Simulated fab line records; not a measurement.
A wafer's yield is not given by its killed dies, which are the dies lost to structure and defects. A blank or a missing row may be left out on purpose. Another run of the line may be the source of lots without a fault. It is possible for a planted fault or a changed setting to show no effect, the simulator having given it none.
fab line records + flow sky130
record
- lots=5
- wafers=15
- last_day=46
route steps=708 shown VT_ADJUST_HVTP@87 VT_ADJUST_LVTN@97 VT_ADJUST_NCORE@119 VT_ADJUST_HVTR@142 VT_ADJUST_PCH@153 SONOS_TUNNEL@166 PAD_OPEN@708
lots with no fault: from the same line, run without faults
start_h: the number of hours between the record's first day and the start of the first shown wafer of the lot + wait_h: hours since the lot's step before + " repeats the value in the row above + L1.1+2: several wafers, shown together as one row + - no value, or no start was given + * or withheld: withheld + < > ~ a bound
route shown NAME@n: NAME is a module with steps in the file, n the number in the route of the first one + usual: the fault-free wafers' mean and standard deviation + same: alike in all rows + chamber/n: place in a boat + sites: each site's reading + _std_site: the standard deviation of these + _edge_site: outer sites' mean less inner sites' + radius_mm: for every site, how far away it sits from the centre of the wafer + mask NAME#n: copy n + behind: the tool/chamber that last shaped the wafer + hold: cause of the lot's hold/its duration in hours/its outcome + device: transistor that didn't switch, given as n, p or np + end of line: the tests these same wafers got at the end of their route + for a step that has no rows: nothing shown but its recipe + killed: at the first sort, the dies lost to defects and structure; wafer yield is something else + map: a wafer's dies, marking killed ones x, the rest . and places with no die _
set.NAME: setting as actually run; set.NAME@STEP: the setting as run at that earlier step + model.NAME: the simulator's own value behind a step, which no gauge read
a table for each step, a row for each wafer; lots at some steps of the route
## steps
# step SKY_VT_ADJUST_HVTP_COAT_02
# recipe
- resist=NOVOLAK
- spin_rpm=3000
- resist_thk_nm=1140
# step SKY_VT_ADJUST_HVTP_SOFTBAKE_03
# recipe
- temp_c=90
- time_s=60
- resist=NOVOLAK
# step SKY_VT_ADJUST_HVTP_EXPOSE_04
# recipe
- mask_id=HVTPM
- na=0.6
- source_shape=conventional
- sigma_outer=0.6
- polarization=unpolarized
- target_cd_nm=380
- dose_mj=140
# step SKY_VT_ADJUST_HVTP_PEB_05
# recipe
- temp_c=withheld
- time_s=*
- resist=NOVOLAK
# step SKY_VT_ADJUST_HVTP_DEVELOP_06
# recipe
- resist=NOVOLAK
- developer=TMAH
- develop_time_s=60
- dev_temp_c=23
# step SKY_VT_ADJUST_HVTP_IMPLANT_09
# recipe
- species=As
- energy_kev=150
- dose_cm2=4.3e+12
- tilt_deg=withheld
# step SKY_VT_ADJUST_HVTP_STRIP_10
# recipe
- chemistry=O2/N2
- power_w=1400
- pressure_mtorr=1500
- platen_temp_c=withheld
- o2_flow_sccm=3000
- n2_flow_sccm=300
- overash_fraction=0.5
# step SKY_VT_ADJUST_LVTN_DEHYDRATE_00
# recipe
- temp_c=200
- time_s=60
# step SKY_VT_ADJUST_LVTN_HMDS_01
# recipe
- prime_time_s=60
- prime_temp_c=120
# step SKY_VT_ADJUST_LVTN_COAT_02
# recipe
- spin_rpm=2000
- resist_thk_nm=3000
# usual
- chill_plate_temp_C=22.99/0.11
- dispense_pressure_kPa=48/3.3
| lot.wafer | tool           | chamber | start_h | wait_h | chill_plate_temp_C | dispense_pressure_kPa |
|-----------|----------------|---------|---------|--------|--------------------|-----------------------|
| L341.2    | litho_track-01 | -       | 170.49  | 0.1    | -                  | -                     |
| L341.4    | "              | -       | "       | "      | -                  | -                     |
| L341.5    | "              | -       | "       | "      | -                  | -                     |
| L342.3    | litho_track-01 | -       | 174.11  | 0.1    | -                  | -                     |
| L342.5    | "              | -       | "       | "      | -                  | -                     |
| L342.6    | "              | -       | "       | "      | -                  | -                     |
| L343.1    | litho_track-01 | -       | 177.21  | 0.1    | -                  | -                     |
| L343.3    | "              | -       | "       | "      | -                  | -                     |
| L343.6    | "              | -       | "       | "      | -                  | -                     |
| L344.2    | litho_track-04 | 0       | 180.88  | 0.1    | 22.90              | 44                    |
| L344.5    | "              | 0       | "       | "      | 23.06              | 44                    |
| L344.6    | "              | 0       | "       | "      | 22.99              | 44                    |
| L346.3    | litho_track-01 | 0       | 186.01  | 0.1    | 22.79              | 50                    |
| L346.4    | "              | 0       | "       | "      | 22.99              | 50                    |
| L346.6    | "              | 0       | "       | "      | 22.99              | 50                    |
# step SKY_VT_ADJUST_LVTN_SOFTBAKE_03
# recipe
- temp_c=110
- time_s=withheld
# step SKY_VT_ADJUST_LVTN_EXPOSE_04
# recipe
- mask_id=NWM_COMPLEMENT_LESS_NATIVE
- na=0.6
- source_shape=conventional
- sigma_outer=0.6
- polarization=unpolarized
- target_cd_nm=840
- dose_mj=194
# step SKY_VT_ADJUST_LVTN_PEB_05
# recipe
- temp_c=115
- time_s=withheld
# step SKY_VT_ADJUST_LVTN_DEVELOP_06
# recipe
- wall_angle_deg=90
- developer=TMAH
- develop_time_s=60
- dev_temp_c=23
# step SKY_VT_ADJUST_LVTN_OVL_MEAS_07
# usual
- VT_ADJUST_LVTN_OVL=-0.1/1.5
| lot.wafer | tool       | chamber | start_h | wait_h | VT_ADJUST_LVTN_OVL[nm] |
|-----------|------------|---------|---------|--------|------------------------|
| L341.2    | overlay-01 | -       | 175.74  | -      | -                      |
| L341.4    | "          | -       | "       | "      | -                      |
| L341.5    | "          | -       | "       | "      | -                      |
| L342.3    | overlay-01 | -       | 179.35  | -      | -                      |
| L342.5    | "          | -       | "       | "      | -                      |
| L342.6    | "          | -       | "       | "      | -                      |
| L343.1    | overlay-01 | -       | 182.84  | -      | -                      |
| L343.3    | "          | -       | "       | "      | -                      |
| L343.6    | "          | -       | "       | "      | -                      |
| L344.2    | overlay-02 | -       | 185.37  | -      | -1.0                   |
| L344.5    | "          | -       | "       | "      | -1.4                   |
| L344.6    | "          | -       | "       | "      | -0.9                   |
| L346.3    | overlay-02 | -       | 190.52  | -      | -2.3                   |
| L346.4    | "          | -       | "       | "      | -1.3                   |
| L346.6    | "          | -       | "       | "      | 0.3                    |
# step SKY_VT_ADJUST_LVTN_IMPLANT_08
# recipe
- species=B
- energy_kev=30
- dose_cm2=1.57e+12
- tilt_deg=withheld
# step SKY_VT_ADJUST_LVTN_STRIP_09
# recipe
- chemistry=O2/N2
- power_w=1400
- pressure_mtorr=1500
- platen_temp_c=withheld
- o2_flow_sccm=3000
- n2_flow_sccm=300
- overash_fraction=0.5
# step SKY_VT_ADJUST_LVTN_DEHYDRATE_11
# recipe
- temp_c=200
- time_s=60
# step SKY_VT_ADJUST_LVTN_HMDS_12
# recipe
- prime_time_s=60
- prime_temp_c=120
# step SKY_VT_ADJUST_LVTN_COAT_13
# recipe
- resist=NOVOLAK
- spin_rpm=3000
- resist_thk_nm=1140
# step SKY_VT_ADJUST_LVTN_SOFTBAKE_14
# recipe
- temp_c=90
- time_s=60
- resist=NOVOLAK
# step SKY_VT_ADJUST_LVTN_EXPOSE_15
# recipe
- mask_id=HVN_STD_DERIVED
- na=0.6
- source_shape=conventional
- sigma_outer=0.6
- polarization=unpolarized
- target_cd_nm=600
- dose_mj=163
# step SKY_VT_ADJUST_LVTN_PEB_16
# recipe
- temp_c=withheld
- time_s=*
- resist=NOVOLAK
# step SKY_VT_ADJUST_LVTN_DEVELOP_17
# recipe
- resist=NOVOLAK
- developer=TMAH
- develop_time_s=60
- dev_temp_c=23
# step SKY_VT_ADJUST_LVTN_IMPLANT_19
# recipe
- species=B
- energy_kev=30
- dose_cm2=6.5e+11
- tilt_deg=withheld
# step SKY_VT_ADJUST_LVTN_STRIP_20
# recipe
- chemistry=O2/N2
- power_w=1400
- pressure_mtorr=1500
- platen_temp_c=withheld
- o2_flow_sccm=3000
- n2_flow_sccm=300
- overash_fraction=0.5
# step SKY_VT_ADJUST_LVTN_TW_MEAS_21
# usual
- VT_ADJUST_LVTN_2_TW=187.8/2
| lot.wafer | tool          | chamber | start_h | wait_h | VT_ADJUST_LVTN_2_TW |
|-----------|---------------|---------|---------|--------|---------------------|
| L341.2    | film_metro-02 | -       | 185.96  | 0.1    | 266.2               |
| L341.4    | "             | -       | "       | "      | 265.2               |
| L341.5    | "             | -       | "       | "      | 264.1               |
| L342.3    | film_metro-02 | -       | 188.86  | 0.1    | 264.7               |
| L342.5    | "             | -       | "       | "      | 265.0               |
| L342.6    | "             | -       | "       | "      | 264.7               |
| L343.1    | film_metro-02 | -       | 192.82  | 0.1    | 266.0               |
| L343.3    | "             | -       | "       | "      | 265.7               |
| L343.6    | "             | -       | "       | "      | 264.2               |
| L344.2    | film_metro-02 | -       | 201.85  | 0.1    | 186.9               |
| L344.5    | "             | -       | "       | "      | 187.0               |
| L344.6    | "             | -       | "       | "      | 187.9               |
| L346.3    | film_metro-03 | -       | 213.61  | 0.1    | 190.7               |
| L346.4    | "             | -       | "       | "      | 189.8               |
| L346.6    | "             | -       | "       | "      | 190.5               |
# step SKY_VT_ADJUST_NCORE_DEHYDRATE_00
# recipe
- temp_c=200
- time_s=60
# step SKY_VT_ADJUST_NCORE_HMDS_01
# recipe
- prime_time_s=60
- prime_temp_c=120
# step SKY_VT_ADJUST_NCORE_COAT_02
# recipe
- resist=NOVOLAK
- spin_rpm=3000
- resist_thk_nm=1140
# step SKY_VT_ADJUST_NCORE_SOFTBAKE_03
# recipe
- temp_c=90
- time_s=60
- resist=NOVOLAK
# step SKY_VT_ADJUST_NCORE_EXPOSE_04
# recipe
- mask_id=LVTN_COMPLEMENT_THIN
- na=0.6
- source_shape=conventional
- sigma_outer=0.6
- polarization=unpolarized
- target_cd_nm=380
- dose_mj=139
# step SKY_VT_ADJUST_NCORE_PEB_05
# recipe
- temp_c=withheld
- time_s=*
- resist=NOVOLAK
# step SKY_VT_ADJUST_NCORE_DEVELOP_06
# recipe
- resist=NOVOLAK
- developer=TMAH
- develop_time_s=60
- dev_temp_c=23
# step SKY_VT_ADJUST_NCORE_IMPLANT_09
# recipe
- species=B
- energy_kev=10
- dose_cm2=2.4e+12
- tilt_deg=withheld
# step SKY_VT_ADJUST_NCORE_TW_MEAS_11
# usual
- VT_ADJUST_NCORE_TW=218.6/2.2
| lot.wafer | tool          | chamber | start_h | wait_h | VT_ADJUST_NCORE_TW |
|-----------|---------------|---------|---------|--------|--------------------|
| L341.2    | film_metro-04 | -       | 202.27  | 0.1    | 279.9              |
| L341.4    | "             | -       | "       | "      | 280.8              |
| L341.5    | "             | -       | "       | "      | 282.2              |
| L342.3    | film_metro-03 | -       | 211.06  | 0.2    | 283.7              |
| L342.5    | "             | -       | "       | "      | 284.4              |
| L342.6    | "             | -       | "       | "      | 285.4              |
| L343.1    | film_metro-01 | -       | 215.59  | 0.1    | 280.1              |
| L343.3    | "             | -       | "       | "      | 279.5              |
| L343.6    | "             | -       | "       | "      | 279.0              |
| L344.2    | film_metro-04 | -       | 218.96  | 0.1    | 217.4              |
| L344.5    | "             | -       | "       | "      | 215.9              |
| L344.6    | "             | -       | "       | "      | 216.8              |
| L346.3    | film_metro-03 | -       | 229.13  | 0.1    | 218.8              |
| L346.4    | "             | -       | "       | "      | 220.5              |
| L346.6    | "             | -       | "       | "      | 219.8              |
# step SKY_VT_ADJUST_HVTR_TW_MEAS_11
# usual
- VT_ADJUST_HVTR_TW=210.2/2.1
| lot.wafer | tool          | chamber | start_h | wait_h | VT_ADJUST_HVTR_TW |
|-----------|---------------|---------|---------|--------|-------------------|
| L341.2    | film_metro-01 | -       | 219.26  | 0.1    | 275.8             |
| L341.4    | "             | -       | "       | "      | 275.8             |
| L341.5    | "             | -       | "       | "      | 273.7             |
| L342.3    | film_metro-02 | -       | 227.24  | 0.1    | 273.6             |
| L342.5    | "             | -       | "       | "      | 274.5             |
| L342.6    | "             | -       | "       | "      | 274.6             |
| L343.1    | film_metro-02 | -       | 230.60  | 0.1    | 274.9             |
| L343.3    | "             | -       | "       | "      | 273.7             |
| L343.6    | "             | -       | "       | "      | 275.3             |
| L344.2    | film_metro-02 | -       | 235.22  | 0.1    | 208.3             |
| L344.5    | "             | -       | "       | "      | 207.8             |
| L344.6    | "             | -       | "       | "      | 209.0             |
| L346.3    | film_metro-02 | -       | 246.86  | 0.1    | 210.8             |
| L346.4    | "             | -       | "       | "      | 209.2             |
| L346.6    | "             | -       | "       | "      | 210.3             |
# step SKY_VT_ADJUST_PCH_TW_MEAS_10
# usual
- VT_ADJUST_PCH_TW=141.8/0.9
| lot.wafer | tool          | chamber | start_h | wait_h | VT_ADJUST_PCH_TW |
|-----------|---------------|---------|---------|--------|------------------|
| L341.2    | film_metro-02 | -       | 235.90  | 0.1    | 249.1            |
| L341.4    | "             | -       | "       | "      | 247.6            |
| L341.5    | "             | -       | "       | "      | 248.1            |
| L342.3    | film_metro-02 | -       | 245.97  | 0.1    | 250.3            |
| L342.5    | "             | -       | "       | "      | 249.7            |
| L342.6    | "             | -       | "       | "      | 249.6            |
| L343.1    | film_metro-04 | -       | 249.07  | 0.1    | 250.2            |
| L343.3    | "             | -       | "       | "      | 249.9            |
| L343.6    | "             | -       | "       | "      | 248.3            |
| L344.2    | film_metro-02 | -       | 256.61  | 0.1    | 141.4            |
| L344.5    | "             | -       | "       | "      | 141.7            |
| L344.6    | "             | -       | "       | "      | 141.4            |
| L346.3    | film_metro-01 | -       | 267.64  | 0.1    | 140.2            |
| L346.4    | "             | -       | "       | "      | 139.9            |
| L346.6    | "             | -       | "       | "      | 140.0            |
# step SKY_SONOS_TUNNEL_TW_MEAS_12
# usual
- SONOS_TUNNEL_TW=197.1/1.9
| lot.wafer | tool          | chamber | start_h | wait_h | SONOS_TUNNEL_TW |
|-----------|---------------|---------|---------|--------|-----------------|
| L341.2    | film_metro-02 | -       | 257.65  | 0.2    | 270.2           |
| L341.4    | "             | -       | "       | "      | 268.5           |
| L341.5    | "             | -       | "       | "      | 269.0           |
| L342.3    | film_metro-02 | -       | 266.90  | 0.0    | 270.5           |
| L342.5    | "             | -       | "       | "      | 270.7           |
| L342.6    | "             | -       | "       | "      | 272.0           |
| L343.1    | film_metro-02 | -       | 272.78  | 0.0    | 271.4           |
| L343.3    | "             | -       | "       | "      | 269.5           |
| L343.6    | "             | -       | "       | "      | 270.3           |
| L344.2    | film_metro-04 | -       | 280.19  | 0.0    | 196.9           |
| L344.5    | "             | -       | "       | "      | 196.8           |
| L344.6    | "             | -       | "       | "      | 195.7           |
| L346.3    | film_metro-03 | -       | 293.07  | 0.0    | 199.8           |
| L346.4    | "             | -       | "       | "      | 199.0           |
| L346.6    | "             | -       | "       | "      | 199.3           |
# step SKY_PAD_OPEN_PROBE_99
# usual
- killed_at_M0_to_M3=43/7
- killed_at_M4_up=2.7/1.6
- killed_at_contacts=24/5.3
- killed_at_front_end=16/4.6
- killed_at_other=0.3/0.53
- killed_dies=86/9.3
- killed_on_rim=17/4
- killed_open=47/6.9
- killed_short=38/6.1
# same
- gross_dies=492
- killed_at_back_side=0
| lot.wafer | tool      | chamber | start_h | wait_h | killed_at_M0_to_M3 | killed_at_M4_up | killed_at_contacts | killed_at_front_end | killed_at_other | killed_dies | killed_on_rim | killed_open | killed_short |
|-----------|-----------|---------|---------|--------|--------------------|-----------------|--------------------|---------------------|-----------------|-------------|---------------|-------------|--------------|
| L341.2    | prober-02 | -       | 1078.86 | 0.1    | 41                 | 3               | 29                 | 419                 | 0               | 492         | 96            | 43          | 43           |
| L341.4    | prober-02 | -       | 1078.96 | 0.2    | 48                 | 3               | 19                 | 421                 | 1               | 492         | 96            | 44          | 38           |
| L341.5    | prober-02 | -       | 1079.01 | 0.2    | 51                 | 3               | 26                 | 412                 | 0               | 492         | 96            | 57          | 37           |
| L342.3    | prober-02 | -       | 1083.36 | 0.2    | 51                 | 4               | 14                 | 423                 | 0               | 492         | 96            | 46          | 39           |
| L342.5    | prober-02 | -       | 1083.46 | 0.2    | 39                 | 0               | 16                 | 436                 | 1               | 492         | 96            | 47          | 32           |
| L342.6    | prober-02 | -       | 1083.51 | 0.2    | 51                 | 1               | 13                 | 427                 | 0               | 492         | 96            | 48          | 31           |
| L343.1    | prober-01 | -       | 1090.31 | 0.1    | 34                 | 5               | 27                 | 426                 | 0               | 492         | 96            | 37          | 38           |
| L343.3    | prober-01 | -       | 1090.41 | 0.2    | 37                 | 3               | 22                 | 430                 | 0               | 492         | 96            | 35          | 37           |
| L343.6    | prober-01 | -       | 1090.56 | 0.2    | 34                 | 1               | 31                 | 426                 | 0               | 492         | 96            | 46          | 41           |
| L346.3    | prober-02 | -       | 1103.96 | 0.2    | 48                 | 2               | 28                 | 16                  | 0               | 94          | 18            | 58          | 36           |
| L346.4    | prober-02 | -       | 1104.01 | 0.2    | 40                 | 2               | 26                 | 16                  | 0               | 84          | 19            | 45          | 39           |
| L346.6    | prober-02 | -       | 1104.11 | 0.2    | 37                 | 3               | 27                 | 17                  | 0               | 84          | 20            | 46          | 38           |
# killed by level:class
L341.2 VT_ADJUST_LVTN:area_expose=406 LI_CONTACT:geometric_particle:open=10 VIA1:geometric_particle:open=9 METAL2:geometric_particle:short=7 LI_CONTACT:geometric_particle:short=6 LOCAL_INTERCONNECT:geometric_particle:short=6 POLY_GATE:geometric_particle:short=5 CONTACT:geometric_particle:open=5
L341.4 VT_ADJUST_LVTN:area_expose=410 METAL2:geometric_particle:short=9 VIA1:geometric_particle:open=9 VIA3:geometric_particle:open=9 LI_CONTACT:geometric_particle:open=6 VIA2:geometric_particle:open=6 CONTACT:geometric_particle:open=5 METAL1:geometric_particle:short=5
L341.5 VT_ADJUST_LVTN:area_expose=398 VIA1:geometric_particle:open=12 LI_CONTACT:geometric_particle:open=10 VIA3:geometric_particle:open=9 VIA2:geometric_particle:open=8 CONTACT:geometric_particle:open=7 METAL2:geometric_particle:short=7 LI_CONTACT:geometric_particle:short=4
L342.3 VT_ADJUST_LVTN:area_expose=407 VIA1:geometric_particle:open=19 VIA2:geometric_particle:open=9 POLY_GATE:geometric_particle:open=6 VIA1:geometric_particle:short=6 VIA2:geometric_particle:short=5 FIELD_ISO:geometric_particle:short=4 METAL4:geometric_particle:short=4
L342.5 VT_ADJUST_LVTN:area_expose=413 POLY_GATE:geometric_particle:open=8 VIA1:geometric_particle:open=8 CONTACT:geometric_particle:open=8 VIA3:geometric_particle:open=6 VIA2:geometric_particle:open=5 METAL1:geometric_particle:short=5 POLY_GATE:geometric_particle:short=4
L342.6 VT_ADJUST_LVTN:area_expose=413 VIA1:geometric_particle:open=19 METAL2:geometric_particle:short=7 FIELD_ISO:geometric_particle:open=5 POLY_GATE:geometric_particle:open=5 METAL1:geometric_particle:short=5 LI_CONTACT:geometric_particle:open=4 LI_CONTACT:geometric_particle:short=4
L343.1 VT_ADJUST_LVTN:area_expose=416 CONTACT:geometric_particle:open=11 METAL1:geometric_particle:short=8 LOCAL_INTERCONNECT:geometric_particle:short=5 LI_CONTACT:geometric_particle:open=4 METAL4:geometric_particle:short=4 METAL2:geometric_particle:short=4 VIA1:geometric_particle:open=4
L343.3 VT_ADJUST_LVTN:area_expose=419 VIA1:geometric_particle:open=10 CONTACT:geometric_particle:open=8 VIA3:geometric_particle:open=6 METAL1:geometric_particle:short=5 METAL2:geometric_particle:short=5 LI_CONTACT:geometric_particle:short=4 VIA2:geometric_particle:open=4
L343.6 VT_ADJUST_LVTN:area_expose=404 CONTACT:geometric_particle:open=12 CONTACT:geometric_particle:short=9 VIA1:geometric_particle:open=7 POLY_GATE:geometric_particle:short=6 VIA3:geometric_particle:open=6 METAL2:geometric_particle:short=6 FIELD_ISO:geometric_particle:short=5
L346.3 VIA3:geometric_particle:open=14 VIA1:geometric_particle:open=12 CONTACT:geometric_particle:open=11 LI_CONTACT:geometric_particle:open=8 VIA2:geometric_particle:open=6 POLY_GATE:geometric_particle:short=5 METAL2:geometric_particle:short=5 POLY_GATE:geometric_particle:open=4
L346.4 CONTACT:geometric_particle:open=10 CONTACT:geometric_particle:short=9 METAL1:geometric_particle:short=8 VIA1:geometric_particle:short=7 VIA1:geometric_particle:open=7 FIELD_ISO:geometric_particle:open=6 VIA3:geometric_particle:open=5 LI_CONTACT:geometric_particle:open=4
L346.6 LI_CONTACT:geometric_particle:open=11 CONTACT:geometric_particle:open=11 VIA3:geometric_particle:open=7 FIELD_ISO:geometric_particle:short=5 VIA2:geometric_particle:open=5 POLY_GATE:geometric_particle:short=5 METAL3:geometric_particle:short=5 METAL1:geometric_particle:short=4
# map L341.2 (x killed, . not)
__________xxxxxxxxxx_________
________xxxxxxxxxxxxxx_______
______xxxxxxxxxxxxxxxxxx_____
_____xxxxxxxxxxxxxxxxxxxx____
____xxxxxxxxxxxxxxxxxxxxxx___
___xxxxxxxxxxxxxxxxxxxxxxxx__
__xxxxxxxxxxxxxxxxxxxxxxxxxx_
_xxxxxxxxxxxxxxxxxxxxxxxxxxxx
_xxxxxxxxxxxxxxxxxxxxxxxxxxxx
_xxxxxxxxxxxxxxxxxxxxxxxxxxxx
_xxxxxxxxxxxxxxxxxxxxxxxxxxxx
_xxxxxxxxxxxxxxxxxxxxxxxxxxxx
_xxxxxxxxxxxxxxxxxxxxxxxxxxxx
_xxxxxxxxxxxxxxxxxxxxxxxxxxxx
_xxxxxxxxxxxxxxxxxxxxxxxxxxxx
__xxxxxxxxxxxxxxxxxxxxxxxxxx_
___xxxxxxxxxxxxxxxxxxxxxxxx__
____xxxxxxxxxxxxxxxxxxxxxx___
_____xxxxxxxxxxxxxxxxxxxx____
______xxxxxxxxxxxxxxxxxx_____
________xxxxxxxxxxxxxx_______
__________xxxxxxxxxx_________
# map L342.3 (x killed, . not)
__________xxxxxxxxxx_________
________xxxxxxxxxxxxxx_______
______xxxxxxxxxxxxxxxxxx_____
_____xxxxxxxxxxxxxxxxxxxx____
____xxxxxxxxxxxxxxxxxxxxxx___
___xxxxxxxxxxxxxxxxxxxxxxxx__
__xxxxxxxxxxxxxxxxxxxxxxxxxx_
_xxxxxxxxxxxxxxxxxxxxxxxxxxxx
_xxxxxxxxxxxxxxxxxxxxxxxxxxxx
_xxxxxxxxxxxxxxxxxxxxxxxxxxxx
_xxxxxxxxxxxxxxxxxxxxxxxxxxxx
_xxxxxxxxxxxxxxxxxxxxxxxxxxxx
_xxxxxxxxxxxxxxxxxxxxxxxxxxxx
_xxxxxxxxxxxxxxxxxxxxxxxxxxxx
_xxxxxxxxxxxxxxxxxxxxxxxxxxxx
__xxxxxxxxxxxxxxxxxxxxxxxxxx_
___xxxxxxxxxxxxxxxxxxxxxxxx__
____xxxxxxxxxxxxxxxxxxxxxx___
_____xxxxxxxxxxxxxxxxxxxx____
______xxxxxxxxxxxxxxxxxx_____
________xxxxxxxxxxxxxx_______
__________xxxxxxxxxx_________
## key
first_sign
- step=SKY_VT_ADJUST_LVTN_COAT_02
- reading=tool_record
- direction=missing
effect
- step=SKY_VT_ADJUST_LVTN_OVL_MEAS_07
- reading=VT_ADJUST_LVTN_OVL
- direction=missing
effect
- step=SKY_VT_ADJUST_LVTN_TW_MEAS_21
- reading=VT_ADJUST_LVTN_2_TW
- direction=up
- sigmas=38
- usual=187.8
- struck=265.1
effect
- step=SKY_VT_ADJUST_NCORE_TW_MEAS_11
- reading=VT_ADJUST_NCORE_TW
- direction=up
- sigmas=29
- usual=218.6
- struck=281.7
effect
- step=SKY_VT_ADJUST_HVTR_TW_MEAS_11
- reading=VT_ADJUST_HVTR_TW
- direction=up
- sigmas=31
- usual=210.2
- struck=274.7
effect
- step=SKY_VT_ADJUST_PCH_TW_MEAS_10
- reading=VT_ADJUST_PCH_TW
- direction=up
- sigmas=99+
- usual=141.8
- struck=249.2
effect
- step=SKY_SONOS_TUNNEL_TW_MEAS_12
- reading=SONOS_TUNNEL_TW
- direction=up
- sigmas=39
- usual=197.1
- struck=270.2
effect
- step=SKY_PAD_OPEN_PROBE_99
- reading=killed_at_front_end
- direction=up
- sigmas=88
- usual=16
- struck=424
more_kills_born_at
- SKY_VT_ADJUST_LVTN_EXPOSE_04@iline_stepper-02=2453
- SKY_VT_ADJUST_LVTN_EXPOSE_04@iline_stepper-01=1233
met_at SKY_VT_ADJUST_LVTN_COAT_02
struck_wafers L341.2,L341.4,L341.5,L342.3,L342.5,L342.6,L343.1,L343.3,L343.6
tester_left_out L341,L342,L343
fault
- kind=skipped_step_whole
- tool=litho_track-01
- chamber=-
- onset_h=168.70
- steps=SKY_VT_ADJUST_LVTN_COAT_02
- scope=struck_lots_only
# tester_left_out: of these lots the tester's yield and bins aren't shown, on N5 and GAA mostly nor the transistor test; their killed dies are dies lost to structure and defects alone, not to doping, threshold or leakage, so they don't give the yield
